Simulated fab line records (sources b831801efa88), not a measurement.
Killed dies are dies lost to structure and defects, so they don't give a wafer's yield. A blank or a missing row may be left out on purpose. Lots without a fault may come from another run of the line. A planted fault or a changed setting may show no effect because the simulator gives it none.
fab line records | flow sfq-line
[record] lots = 6 | wafers = 18 | last-day = 91
route steps=325 shown I2@104 M3@118 I3@133 M8@325
lots that met no fault: taken from a fault-free run of the same line
start-h: hours from the record's first day to the start of the lot's first wafer shown | wait-h: hours elapsed since this lot's preceding step | " unchanged from the row above | L1.1+2: one row covering several wafers at once | - value missing, or start not given | * or withheld: withheld | < > ~ a bound
route shown NAME@n: NAME is a module with steps in the file, n the number in the route of the first one | usual: mean/standard deviation taken from wafers without a fault | same: alike in all rows | chamber/n: place in a boat | sites: readings site by site | _std_site: their standard deviation | _edge_site: outer sites' mean less inner sites' | radius-mm: how far each site lies from the wafer's centre | mask NAME#n: copy n | behind: the last tool/chamber to shape the wafer | hold: the reason the lot was held/the length of the hold in hours/how it ended | device: the n, p or np transistor that did not switch | end of line: the same wafers' tests at the end of the route | for a step that has no rows: nothing shown but its recipe | killed: dies lost to structure and defects at the first sort, not the wafer's yield | map: dies across one wafer; x = killed, . = not, _ = none there
set.NAME: the setting that was run; set.NAME@STEP: the one run at that earlier step | model.NAME: the simulator's own value behind a step, which no gauge read
lots at some steps of the route; a table a step, a row a wafer
services: when a tool's chamber went out of use (start-h, in hours from the record's first day, below 0 if earlier), for how many hours, and the reason
[[steps]]
[step SFQ_TRILAYER_I2_CMP_CMP_064]
[recipe] material = SiO2 | down-force-psi = 3 | platen-rpm = 60 | pad-velocity-m-s = 0.94248
[usual] motor-current-A = 10.7/0.94 | time-to-endpoint-s = 220/7.2
lot.wafer | tool   | chamber | start-h | wait-h | motor-current-A | time-to-endpoint-s
L764.4    | cmp-02 | 3       | 807.60  | 6.4    | 11.0            | 222
L764.3    | "      | 2       | 809.10  | 8.0    | 11.1            | 213
L764.5    | "      | 0       | 810.10  | 8.9    | 10.9            | 221
L771.1    | cmp-01 | 1       | 898.49  | 15.6   | 9.3             | 217
L771.4    | "      | 2       | "       | "      | 8.7             | 223
L771.6    | "      | 0       | 899.99  | 17.1   | 12.4            | 238
L772.1    | cmp-02 | 1       | 904.10  | 15.2   | 9.6             | 221
L772.2    | "      | 3       | 905.10  | 16.2   | 10.7            | 227
L772.5    | "      | 1       | 906.10  | 17.2   | 9.7             | 228
L773.3    | cmp-01 | 2       | 910.99  | 13.7   | 9.1             | 224
L773.2    | "      | 3       | "       | "      | 12.6            | 210
L773.5    | "      | 1       | 912.49  | 15.2   | 9.2             | 230
L776.3    | cmp-02 | 2       | 940.10  | 19.5   | 11.1            | 205
L776.1    | "      | 0       | 941.10  | 20.5   | 11.2            | 219
L776.5    | "      | 1       | "       | "      | 10.3            | 217
L779.4    | cmp-02 | 3       | 974.56  | 19.6   | 11.3            | 227
L779.1    | "      | 0       | "       | "      | 11.3            | 215
L779.6    | "      | 2       | 976.06  | 21.1   | 11.1            | 213
[step SFQ_I2_BOW_MEAS_917]
[recipe] mode = bow
[usual] I2_BOW = 1/7.5
lot.wafer | tool          | chamber | start-h | wait-h | I2_BOW[um]
L764.3    | film-metro-01 | -       | 810.64  | 1.0    | 4
L764.4    | "             | -       | "       | "      | -1
L764.5    | "             | -       | "       | "      | 14
L771.1    | film-metro-01 | -       | 900.99  | 2.0    | -5
L771.4    | "             | -       | "       | "      | -1
L771.6    | "             | -       | "       | "      | -6
L772.1    | film-metro-01 | -       | 906.60  | 2.0    | -4
L772.2    | "             | -       | "       | "      | 24
L772.5    | "             | -       | "       | "      | 6
L773.2    | film-metro-01 | -       | 913.01  | 1.0    | 6
L773.3    | "             | -       | "       | "      | 13
L773.5    | "             | -       | "       | "      | -5
L776.1    | film-metro-02 | -       | 942.60  | 1.0    | -3
L776.3    | "             | -       | "       | "      | 3
L776.5    | "             | -       | "       | "      | 0
L779.1    | film-metro-02 | -       | 976.56  | 1.0    | 0
L779.4    | "             | -       | "       | "      | 7
L779.6    | "             | -       | "       | "      | 13
[step SFQ_TRILAYER_I2_METRO_MEASURE_065]
[step SFQ_TRILAYER_I2_VIA_LITHO_COAT_072]
[recipe] resist = BARC | spin-rpm = 3000 | resist-thk-nm = 62
[step SFQ_TRILAYER_I2_VIA_LITHO_COAT_067]
[recipe] resist = KrF | spin-rpm = 2975 | resist-thk-nm = 650
[step SFQ_TRILAYER_I2_VIA_LITHO_SOFTBAKE_071]
[recipe] temp-c = withheld | time-s = withheld | resist = KrF
[step SFQ_TRILAYER_I2_VIA_LITHO_EXPOSE_068]
[recipe] mask-id = I2 | na = 0.6 | source-shape = conventional | sigma-outer = 0.65 | target-cd-nm = 500 | dose-mj = 21.3
[step SFQ_TRILAYER_I2_VIA_LITHO_PEB_070]
[recipe] peb-temp-c = 115 | peb-time-s = 60 | resist = KrF
[step SFQ_TRILAYER_I2_VIA_LITHO_DEVELOP_069]
[recipe] time-s = 60 | resist = KrF
[step SFQ_I2_OVL_MEAS_918]
[usual] I2_OVL = 3/5.4
lot.wafer | tool       | chamber | start-h | wait-h | I2_OVL[nm]
L764.3    | overlay-01 | -       | 944.77  | 0.1    | 2
L764.4    | "          | -       | "       | "      | 11
L764.5    | "          | -       | "       | "      | 6
L771.1    | overlay-02 | -       | 1031.15 | 0.1    | -2
L771.4    | "          | -       | "       | "      | 7
L771.6    | "          | -       | "       | "      | 7
L772.1    | overlay-02 | -       | 1035.95 | 0.1    | -4
L772.2    | "          | -       | "       | "      | -5
L772.5    | "          | -       | "       | "      | -5
L773.2    | overlay-01 | -       | 1045.56 | 0.1    | 7
L773.3    | "          | -       | "       | "      | 6
L773.5    | "          | -       | "       | "      | 6
L776.1    | overlay-01 | -       | 1066.95 | 0.1    | -6
L776.3    | "          | -       | "       | "      | -4
L776.5    | "          | -       | "       | "      | -11
L779.1    | overlay-02 | -       | 1104.18 | 0.1    | 7
L779.4    | "          | -       | "       | "      | 4
L779.6    | "          | -       | "       | "      | 0
[step SFQ_TRILAYER_I2_VIA_BARC_OPEN_VIA_ETCH_096]
[recipe] mask-material = PR | chemistry = O2 | target-depth-nm = 125 | target = BARC | source-w = 500 | bias-w = 80 | pressure-mtorr = 30 | time-s = 41.7
[step SFQ_TRILAYER_I2_VIA_ETCH_VIA_ETCH_070]
[recipe] target = SiO2 | stop-on = Nb | mask-material = PR | taper-deg = 20 | chemistry = CHF3 | target-depth-nm = 260 | source-w = 491.4 | bias-w = 80 | pressure-mtorr = 30 | time-s = withheld
[step SFQ_TRILAYER_I2_VIA_STRIP_STRIP_071]
[recipe] gas = O2 | power-w = 200 | platen-temp-c = 40 | overash-fraction = 0.65 | chemistry = O2 | pressure-mtorr = 50
[usual] chamber-pressure-mTorr = 50.01/0.049 | drypump-motor-current-A = 5.8/0.46 | oes-product-au = 1.000/0.0095
lot.wafer | tool         | chamber | start-h | wait-h | chamber-pressure-mTorr | drypump-motor-current-A | oes-product-au | rf-hours-counter-h | model.KrF_of_TRILAYER_I2_VIA_LITHO_COAT_067.thk-nm | model.BARC_of_TRILAYER_I2_VIA_LITHO_COAT_072.thk-nm
L764.3    | rie-metal-03 | 1       | 945.15  | -      | 50.03                  | 5.3                     | 0.996          | -                  | 0                                                  | 0
L764.4    | "            | 0       | "       | "      | 49.94                  | 5.5                     | 0.996          | -                  | 0                                                  | 0
L764.5    | "            | 0       | "       | "      | 50.05                  | 5.5                     | 1.003          | -                  | 0                                                  | 0
L771.1    | rie-metal-01 | 0       | 1031.34 | -      | -                      | -                       | -              | -                  | 536.6                                              | 62.44
L771.4    | "            | 1       | "       | "      | -                      | -                       | -              | -                  | 532.3                                              | 62.34
L771.6    | "            | 1       | "       | "      | -                      | -                       | -              | -                  | 530.6                                              | 62.41
L772.1    | rie-metal-04 | 1       | 1036.14 | -      | -                      | -                       | -              | -                  | 533                                                | 62.2
L772.2    | "            | 0       | "       | "      | -                      | -                       | -              | -                  | 529.2                                              | 62.33
L772.5    | "            | 0       | "       | "      | -                      | -                       | -              | -                  | 530.5                                              | 61.97
L773.2    | rie-metal-01 | 0       | 1045.74 | -      | 50.04                  | 5.5                     | 1.005          | 82                 | 0                                                  | 0
L773.3    | "            | 1       | "       | "      | 50.00                  | 6.5                     | 0.992          | -                  | 0                                                  | 0
L773.5    | "            | 1       | "       | "      | 50.00                  | 6.5                     | 0.991          | -                  | 0                                                  | 0
L776.1    | rie-metal-03 | 1       | 1067.13 | -      | 49.97                  | 5.2                     | 0.990          | 90                 | 0                                                  | 0
L776.3    | "            | 1       | "       | "      | 50.03                  | 5.2                     | 0.988          | -                  | 0                                                  | 0
L776.5    | "            | 1       | "       | "      | 50.06                  | 5.2                     | 0.980          | -                  | 0                                                  | 0
L779.1    | rie-metal-03 | 0       | 1104.37 | -      | 50.01                  | 5.5                     | 0.997          | 121                | 0                                                  | 0
L779.4    | "            | 1       | "       | "      | 50.08                  | 5.2                     | 0.993          | -                  | 0                                                  | 0
L779.6    | "            | 1       | "       | "      | 50.00                  | 5.2                     | 0.988          | -                  | 0                                                  | 0
[step SFQ_TRILAYER_I2_VIA_STRIP_SOLV_CLEAN_072]
[recipe] chemistry = NMP | temp-c = 70 | time-s = 600
[step SFQ_TRILAYER_M3_DEP_PRE_CLEAN_074]
[recipe] gas = Ar | time-s = 22.5 | bias-v = 250
[step SFQ_TRILAYER_M3_DEP_SPUTTER_073]
[recipe] material = Nb | base-pressure-pa = 1.33e-06 | chamber-pressure-pa = 0.1333 | substrate-temp-c = 20 | resputter-cathode-voltage-v = 400 | target-thk-nm = 200 | power-w = 2000 | time-s = 133.3
[step SFQ_M3_RS_MEAS_919]
[recipe] thk-meas-gauge = four-point-probe | reads = Nb_of_TRILAYER_M3_DEP_SPUTTER_073
[usual] M3_NB_RS = 0.887/0.01
lot.wafer | tool          | chamber | start-h | wait-h | M3_NB_RS[ohm/sq]
L764.3    | film-metro-03 | -       | 945.88  | 0.1    | 0.888
L764.4    | "             | -       | "       | "      | 0.907
L764.5    | "             | -       | "       | "      | 0.892
L771.1    | film-metro-03 | -       | 1032.43 | 0.0    | 0.874
L771.4    | "             | -       | "       | "      | 0.874
L771.6    | "             | -       | "       | "      | 0.871
L772.1    | film-metro-02 | -       | 1037.03 | 0.0    | 0.891
L772.2    | "             | -       | "       | "      | 0.892
L772.5    | "             | -       | "       | "      | 0.896
L773.2    | film-metro-02 | -       | 1046.65 | 0.1    | 0.889
L773.3    | "             | -       | "       | "      | 0.891
L773.5    | "             | -       | "       | "      | 0.888
L776.1    | film-metro-01 | -       | 1068.03 | 0.0    | 0.892
L776.3    | "             | -       | "       | "      | 0.891
L776.5    | "             | -       | "       | "      | 0.902
L779.1    | film-metro-03 | -       | 1105.28 | 0.0    | 0.892
L779.4    | "             | -       | "       | "      | 0.903
L779.6    | "             | -       | "       | "      | 0.900
[step SFQ_TRILAYER_M3_LITHO_COAT_080]
[recipe] resist = BARC | spin-rpm = 3000 | resist-thk-nm = 62
[step SFQ_TRILAYER_M3_LITHO_COAT_075]
[recipe] resist = KrF | spin-rpm = 3000 | resist-thk-nm = 600
[step SFQ_TRILAYER_M3_LITHO_SOFTBAKE_079]
[recipe] temp-c = withheld | time-s = withheld | resist = KrF
[step SFQ_TRILAYER_M3_LITHO_EXPOSE_076]
[recipe] mask-id = M3 | na = 0.6 | source-shape = conventional | sigma-outer = 0.65 | target-cd-nm = 500 | dose-mj = 14.4
[step SFQ_TRILAYER_M3_LITHO_PEB_078]
[recipe] peb-temp-c = 115 | peb-time-s = 60 | resist = KrF
[step SFQ_TRILAYER_M3_LITHO_DEVELOP_077]
[recipe] time-s = 60 | resist = KrF
[step SFQ_M3_OVL_MEAS_921]
[usual] M3_OVL = -1/5.4
lot.wafer | tool       | chamber | start-h | wait-h | M3_OVL[nm]
L764.3    | overlay-02 | -       | 950.29  | 0.1    | -4
L764.4    | "          | -       | "       | "      | -3
L764.5    | "          | -       | "       | "      | -3
L771.1    | overlay-01 | -       | 1034.86 | 0.1    | -7
L771.4    | "          | -       | "       | "      | -10
L771.6    | "          | -       | "       | "      | 1
L772.1    | overlay-01 | -       | 1039.46 | 0.1    | -10
L772.2    | "          | -       | "       | "      | -12
L772.5    | "          | -       | "       | "      | -4
L773.2    | overlay-02 | -       | 1049.07 | 0.1    | -6
L773.3    | "          | -       | "       | "      | -4
L773.5    | "          | -       | "       | "      | -1
L776.1    | overlay-01 | -       | 1070.58 | 0.1    | -10
L776.3    | "          | -       | "       | "      | -12
L776.5    | "          | -       | "       | "      | -8
L779.1    | overlay-01 | -       | 1112.59 | 0.1    | -7
L779.4    | "          | -       | "       | "      | -7
L779.6    | "          | -       | "       | "      | -8
[step SFQ_TRILAYER_M3_BARC_OPEN_METAL_ETCH_100]
[recipe] mask-material = PR | chemistry = O2 | target-depth-nm = 125 | target = BARC | icp-w = 600 | bias-w = 80 | pressure-mtorr = 10 | time-s = 41.7
[usual] drypump-motor-current-A = 6.0/0.49 | oes-product-au = 0.685/0.0045
lot.wafer | tool         | chamber | start-h | wait-h | drypump-motor-current-A | oes-product-au | rf-hours-counter-h
L764.3    | rie-metal-02 | 0       | 950.34  | 0.0    | 6.3                     | 0.686          | -
L764.4    | "            | 1       | "       | "      | 5.1                     | 0.689          | -
L764.5    | "            | 1       | "       | "      | 5.1                     | 0.693          | -
L771.1    | rie-metal-01 | 0       | 1034.90 | 0.0    | 5.5                     | 0.689          | 79
L771.4    | "            | 0       | "       | "      | 5.5                     | 0.683          | -
L771.6    | "            | 0       | "       | "      | 5.5                     | 0.682          | -
L772.1    | rie-metal-04 | 0       | 1039.50 | 0.0    | 6.2                     | 0.691          | 11
L772.2    | "            | 1       | "       | "      | 6.2                     | 0.687          | 91
L772.5    | "            | 0       | "       | "      | 6.1                     | 0.686          | -
L773.2    | rie-metal-04 | 0       | 1049.10 | 0.0    | 6.2                     | 0.689          | 13
L773.3    | "            | 0       | "       | "      | 6.2                     | 0.684          | -
L773.5    | "            | 1       | "       | "      | 6.2                     | 0.684          | -
L776.1    | rie-metal-04 | 1       | 1070.62 | 0.0    | 6.2                     | 0.686          | 96
L776.3    | "            | 1       | "       | "      | 6.2                     | 0.688          | -
L776.5    | "            | 0       | "       | "      | 6.1                     | 0.694          | -
L779.1    | rie-metal-04 | 0       | 1112.62 | 0.0    | 6.2                     | 0.687          | 22
L779.4    | "            | 0       | "       | "      | 6.2                     | 0.690          | -
L779.6    | "            | 1       | "       | "      | 6.2                     | 0.679          | -
[step SFQ_TRILAYER_M3_ETCH_METAL_ETCH_078]
[recipe] target = Nb | stop-on = SiO2 | mask-material = PR | chemistry = Cl2/Ar | target-depth-nm = 240 | icp-w = 600 | bias-w = 80 | pressure-mtorr = 10 | time-s = 120
[usual] drypump-motor-current-A = 6.0/0.49 | oes-product-au = 0.895/0.0079
lot.wafer | tool         | chamber | start-h | wait-h | drypump-motor-current-A | oes-product-au | rf-hours-counter-h
L764.3    | rie-metal-02 | 0       | 950.42  | 0.1    | 6.3                     | 0.892          | -
L764.4    | "            | 1       | "       | "      | 5.1                     | 0.882          | -
L764.5    | "            | 1       | "       | "      | 5.1                     | 0.888          | -
L771.1    | rie-metal-01 | 0       | 1035.02 | 0.1    | 5.5                     | 0.903          | 79
L771.4    | "            | 0       | "       | "      | 5.5                     | 0.912          | -
L771.6    | "            | 0       | "       | "      | 5.5                     | 0.907          | -
L772.1    | rie-metal-04 | 0       | 1039.56 | 0.0    | 6.1                     | 0.889          | 11
L772.2    | "            | 1       | "       | "      | 6.2                     | 0.894          | 91
L772.5    | "            | 0       | "       | "      | 6.2                     | 0.884          | -
L773.2    | rie-metal-04 | 0       | 1049.16 | 0.0    | 6.2                     | 0.897          | 13
L773.3    | "            | 0       | "       | "      | 6.2                     | 0.894          | -
L773.5    | "            | 1       | "       | "      | 6.2                     | 0.904          | -
L776.1    | rie-metal-04 | 1       | 1070.68 | 0.0    | 6.2                     | 0.886          | 96
L776.3    | "            | 1       | "       | "      | 6.2                     | 0.888          | -
L776.5    | "            | 0       | "       | "      | 6.2                     | 0.882          | -
L779.1    | rie-metal-04 | 0       | 1112.68 | 0.0    | 6.2                     | 0.894          | 22
L779.4    | "            | 0       | "       | "      | 6.2                     | 0.884          | -
L779.6    | "            | 1       | "       | "      | 6.2                     | 0.880          | -
[step SFQ_TRILAYER_M3_STRIP_STRIP_079]
[recipe] gas = O2 | power-w = 200 | platen-temp-c = 40 | overash-fraction = 0.65 | chemistry = O2 | pressure-mtorr = 50
[usual] chamber-pressure-mTorr = 50.00/0.046 | drypump-motor-current-A = 6.0/0.49 | oes-product-au = 1.004/0.0077
lot.wafer | tool         | chamber | start-h | wait-h | chamber-pressure-mTorr | drypump-motor-current-A | oes-product-au | rf-hours-counter-h
L764.3    | rie-metal-02 | 0       | 950.70  | 0.2    | 50.01                  | 6.3                     | 1.013          | -
L764.4    | "            | 1       | "       | "      | 50.08                  | 5.1                     | 1.009          | -
L764.5    | "            | 1       | "       | "      | 49.94                  | 5.1                     | 1.005          | -
L771.1    | rie-metal-01 | 0       | 1035.27 | 0.2    | 50.07                  | 5.5                     | 1.000          | 80
L771.4    | "            | 0       | "       | "      | 50.01                  | 5.5                     | 0.996          | -
L771.6    | "            | 0       | "       | "      | 50.01                  | 5.5                     | 1.003          | -
L772.1    | rie-metal-04 | 0       | 1039.68 | 0.1    | 49.97                  | 6.1                     | 1.010          | 12
L772.2    | "            | 1       | "       | "      | 50.02                  | 6.2                     | 1.000          | 92
L772.5    | "            | 0       | "       | "      | 49.98                  | 6.1                     | 1.004          | -
L773.2    | rie-metal-04 | 0       | 1049.28 | 0.1    | 50.02                  | 6.2                     | 1.019          | 13
L773.3    | "            | 0       | "       | "      | 50.03                  | 6.1                     | 1.004          | -
L773.5    | "            | 1       | "       | "      | 50.04                  | 6.2                     | 1.010          | -
L776.1    | rie-metal-04 | 1       | 1070.81 | 0.1    | 49.97                  | 6.2                     | 0.997          | 96
L776.3    | "            | 1       | "       | "      | 50.01                  | 6.2                     | 1.003          | -
L776.5    | "            | 0       | "       | "      | 49.94                  | 6.2                     | 1.011          | -
L779.1    | rie-metal-04 | 0       | 1112.81 | 0.1    | 50.03                  | 6.2                     | 1.005          | 23
L779.4    | "            | 0       | "       | "      | 50.06                  | 6.2                     | 1.010          | -
L779.6    | "            | 1       | "       | "      | 49.93                  | 6.2                     | 1.008          | -
[step SFQ_TRILAYER_M3_STRIP_SOLV_CLEAN_080]
[recipe] chemistry = NMP | temp-c = 70 | time-s = 600
[step SFQ_TRILAYER_I3_DEP_PECVD_081]
[recipe] material = SiO2 | temp-c = 150 | time-s = 111.11 | pressure-torr = 2.4 | rf-w = 183.3 | precursor = SiH4/N2O | target-thk-nm = 500
[step SFQ_TRILAYER_I3_CMP_CMP_082]
[recipe] material = SiO2 | down-force-psi = 3 | platen-rpm = 60 | pad-velocity-m-s = 0.94248
[usual] motor-current-A = 10.8/1.1 | time-to-endpoint-s = 217/7.7
lot.wafer | tool   | chamber | start-h | wait-h | motor-current-A | time-to-endpoint-s
L764.3    | cmp-02 | 2       | 970.56  | 19.2   | 11.2            | 212
L764.4    | "      | 0       | 971.56  | 20.2   | 10.8            | 218
L764.5    | "      | 2       | 972.56  | 21.2   | 11.1            | 213
L771.1    | cmp-01 | 2       | 1036.86 | 0.2    | 8.4             | 221
L771.4    | "      | 1       | 1038.36 | 1.6    | 10.0            | 228
L771.6    | "      | 3       | 1039.36 | 2.6    | 12.1            | 213
L772.2    | cmp-01 | 2       | 1040.54 | 0.0    | 9.1             | 224
L772.1    | "      | 0       | 1041.54 | 1.0    | 11.5            | 225
L772.5    | "      | 2       | 1042.54 | 2.0    | 9.2             | 222
L773.2    | cmp-02 | 3       | 1058.00 | 7.9    | 11.4            | 233
L773.3    | "      | 1       | 1059.00 | 8.9    | 10.0            | 226
L773.5    | "      | 2       | "       | "      | 10.6            | 224
L776.3    | cmp-02 | 0       | 1075.50 | 3.9    | 11.1            | 214
L776.1    | "      | 1       | "       | "      | 10.2            | 213
L776.5    | "      | 0       | 1077.50 | 5.8    | 11.4            | 209
L779.4    | cmp-01 | 3       | 1118.64 | 5.0    | 12.5            | 203
L779.1    | "      | 2       | 1120.14 | 6.5    | 8.9             | 212
L779.6    | "      | 3       | "       | "      | 13.0            | 205
[step SFQ_I3_BOW_MEAS_922]
[recipe] mode = bow
[usual] I3_BOW = 3/8.4
lot.wafer | tool          | chamber | start-h | wait-h | I3_BOW[um]
L764.3    | film-metro-02 | -       | 973.60  | 2.5    | 4
L764.4    | "             | -       | "       | "      | 0
L764.5    | "             | -       | "       | "      | 15
L771.1    | film-metro-03 | -       | 1039.86 | 2.5    | -11
L771.4    | "             | -       | "       | "      | -7
L771.6    | "             | -       | "       | "      | -12
L772.1    | film-metro-02 | -       | 1043.54 | 1.5    | -5
L772.2    | "             | -       | "       | "      | 23
L772.5    | "             | -       | "       | "      | 4
L773.2    | film-metro-02 | -       | 1060.52 | 2.0    | 13
L773.3    | "             | -       | "       | "      | 20
L773.5    | "             | -       | "       | "      | 3
L776.1    | film-metro-04 | -       | 1078.50 | 2.0    | -3
L776.3    | "             | -       | "       | "      | 3
L776.5    | "             | -       | "       | "      | -1
L779.1    | film-metro-03 | -       | 1121.64 | 1.0    | 3
L779.4    | "             | -       | "       | "      | 11
L779.6    | "             | -       | "       | "      | 17
[step SFQ_TRILAYER_I3_METRO_MEASURE_083]
[step SFQ_TRILAYER_I3_VIA_LITHO_COAT_090]
[recipe] resist = BARC | spin-rpm = 3000 | resist-thk-nm = 62
[step SFQ_TRILAYER_I3_VIA_LITHO_COAT_085]
[recipe] resist = KrF | spin-rpm = 3000 | resist-thk-nm = 646.2
[step SFQ_TRILAYER_I3_VIA_LITHO_SOFTBAKE_089]
[recipe] temp-c = withheld | time-s = withheld | resist = KrF
[step SFQ_TRILAYER_I3_VIA_LITHO_EXPOSE_086]
[recipe] mask-id = I3 | na = 0.6 | source-shape = conventional | sigma-outer = 0.65 | target-cd-nm = 500 | dose-mj = 21.3
[step SFQ_TRILAYER_I3_VIA_LITHO_PEB_088]
[recipe] peb-temp-c = 115 | peb-time-s = 62.31 | resist = KrF
[step SFQ_TRILAYER_I3_VIA_LITHO_DEVELOP_087]
[recipe] time-s = 60 | resist = KrF
[step SFQ_I3_OVL_MEAS_923]
[usual] I3_OVL = 2/5.6
lot.wafer | tool       | chamber | start-h | wait-h | I3_OVL[nm]
L764.3    | overlay-01 | -       | 1101.89 | 0.1    | 3
L764.4    | "          | -       | "       | "      | 4
L764.5    | "          | -       | "       | "      | 7
L771.1    | overlay-02 | -       | 1182.17 | 0.1    | 16
L771.4    | "          | -       | "       | "      | 6
L771.6    | "          | -       | "       | "      | 1
L772.1    | overlay-01 | -       | 1185.77 | 0.1    | -11
L772.2    | "          | -       | "       | "      | -9
L772.5    | "          | -       | "       | "      | -7
L773.2    | overlay-02 | -       | 1196.57 | 0.1    | 0
L773.3    | "          | -       | "       | "      | -3
L773.5    | "          | -       | "       | "      | -2
L776.1    | overlay-01 | -       | 1215.77 | 0.1    | -1
L776.3    | "          | -       | "       | "      | 2
L776.5    | "          | -       | "       | "      | 1
L779.1    | overlay-02 | -       | 1242.21 | 0.1    | 12
L779.4    | "          | -       | "       | "      | 3
L779.6    | "          | -       | "       | "      | 12
[step SFQ_TRILAYER_I3_VIA_BARC_OPEN_VIA_ETCH_121]
[recipe] mask-material = PR | chemistry = O2 | target-depth-nm = 125 | target = BARC | source-w = 500 | bias-w = 80 | pressure-mtorr = 30 | time-s = 41.7
[step SFQ_TRILAYER_I3_VIA_ETCH_VIA_ETCH_088]
[recipe] target = SiO2 | stop-on = Nb | mask-material = PR | taper-deg = 20 | chemistry = CHF3 | target-depth-nm = 260 | source-w = 500 | bias-w = 80 | pressure-mtorr = 30 | time-s = withheld
[step SFQ_M8_BOW_MEAS_951]
[recipe] mode = bow
[usual] M8_BOW = 6/11
lot.wafer | tool          | chamber | start-h | wait-h | M8_BOW[um] | model.etest.m3.ohm-sq | model.etest.m3.ohm-um | model.etest.i3.link-ohm | model.etest.i2.link-ohm
L764.3    | film-metro-02 | -       | 1959.34 | 0.0    | 4          | 0.8894                | 1.779                 | 1.95                    | 1.968
L764.4    | "             | -       | "       | "      | 1          | 0.9064                | 1.804                 | 1.974                   | 1.994
L764.5    | "             | -       | "       | "      | 14         | 0.8931                | 1.78                  | 1.954                   | 1.97
L771.1    | film-metro-04 | -       | 2021.36 | 0.0    | -21        | 1e+06                 | 1e+06                 | 1e+06                   | 1e+06
L771.4    | "             | -       | "       | "      | -16        | 1e+06                 | 1e+06                 | 1e+06                   | 1e+06
L771.6    | "             | -       | "       | "      | -20        | 1e+06                 | 1e+06                 | 1e+06                   | 1e+06
L772.1    | film-metro-02 | -       | 2076.34 | 0.0    | -10        | 1e+06                 | 1e+06                 | 1e+06                   | 1e+06
L772.2    | "             | -       | "       | "      | 18         | 1e+06                 | 1e+06                 | 1e+06                   | 1e+06
L772.5    | "             | -       | "       | "      | -1         | 1e+06                 | 1e+06                 | 1e+06                   | 1e+06
L773.2    | film-metro-04 | -       | 2088.19 | 0.0    | 19         | 0.8889                | 1.774                 | 1.949                   | 1.96
L773.3    | "             | -       | "       | "      | 26         | 0.8907                | 1.787                 | 1.958                   | 1.956
L773.5    | "             | -       | "       | "      | 9          | 0.8875                | 1.777                 | 1.955                   | 1.952
L776.1    | film-metro-04 | -       | 2176.93 | 0.0    | 2          | 0.8911                | 1.788                 | 1.964                   | 1.966
L776.3    | "             | -       | "       | "      | 9          | 0.8914                | 1.781                 | 1.976                   | 1.952
L776.5    | "             | -       | "       | "      | 5          | 0.9001                | 1.801                 | 1.973                   | 1.974
L779.1    | film-metro-02 | -       | 2185.39 | 0.0    | 16         | 0.8932                | 1.793                 | 1.957                   | 1.985
L779.4    | "             | -       | "       | "      | 23         | 0.9041                | 1.81                  | 1.967                   | 2.001
L779.6    | "             | -       | "       | "      | 29         | 0.9028                | 1.817                 | 1.973                   | 2.005
[[services]]
tool         | chamber | start-h | hours | kind
cmp-01       | -       | 784.97  | 1.5   | repair
rie-metal-04 | -       | 789.94  | 2.1   | repair
cmp-01       | -       | 800.92  | 0.5   | repair
cmp-02       | -       | 818.42  | 0.6   | repair
cmp-02       | -       | 827.34  | 0.8   | repair
cmp-01       | -       | 829.82  | 0.2   | repair
rie-metal-01 | -       | 839.23  | 0.2   | repair
cmp-01       | -       | 889.96  | 2.0   | repair
cmp-01       | -       | 917.11  | 3.1   | pm
cmp-01       | -       | 920.22  | 4.0   | pm
rie-metal-04 | -       | 922.10  | 1.0   | repair
rie-metal-04 | 0       | 958.79  | -     | clean
rie-metal-04 | 0       | 958.79  | 16.4  | scheduled-down
cmp-02       | -       | 959.31  | 2.2   | repair
rie-metal-03 | -       | 1006.74 | 2.8   | pm
rie-metal-04 | -       | 1019.55 | 0.8   | repair
rie-metal-04 | 1       | 1024.05 | 4.6   | repair
cmp-02       | -       | 1043.21 | 3.2   | pm
cmp-01       | -       | 1049.54 | 17.0  | pm
cmp-02       | -       | 1070.80 | 1.6   | repair
cmp-02       | -       | 1089.46 | 4.0   | pm
cmp-02       | -       | 1095.95 | 2.4   | repair
rie-metal-02 | 1       | 1105.74 | 16.0  | repair
rie-metal-02 | 0       | 1106.22 | 29.3  | repair
[[key]]
[first-sign] step = SFQ_TRILAYER_I2_VIA_STRIP_STRIP_071 | reading = tool-record | direction = missing
effect none on later readings
[model-effect] step = SFQ_TRILAYER_I2_VIA_STRIP_STRIP_071 | value = KrF_of_TRILAYER_I2_VIA_LITHO_COAT_067.thk-nm | without = 0 | struck = 532
[model-effect] step = SFQ_M8_BOW_MEAS_951 | value = etest.m3.ohm-sq | without = 0.8828 | struck = 1e+06
met-at SFQ_TRILAYER_I2_VIA_STRIP_STRIP_071
struck-wafers L771.1,L771.4,L771.6,L772.1,L772.2,L772.5
[fault] kind = skipped-step-whole | tool = rie-metal-01,rie-metal-04 | chamber = - | onset-h = 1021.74 | steps = SFQ_TRILAYER_I2_VIA_STRIP_STRIP_071 | scope = struck-lots-only
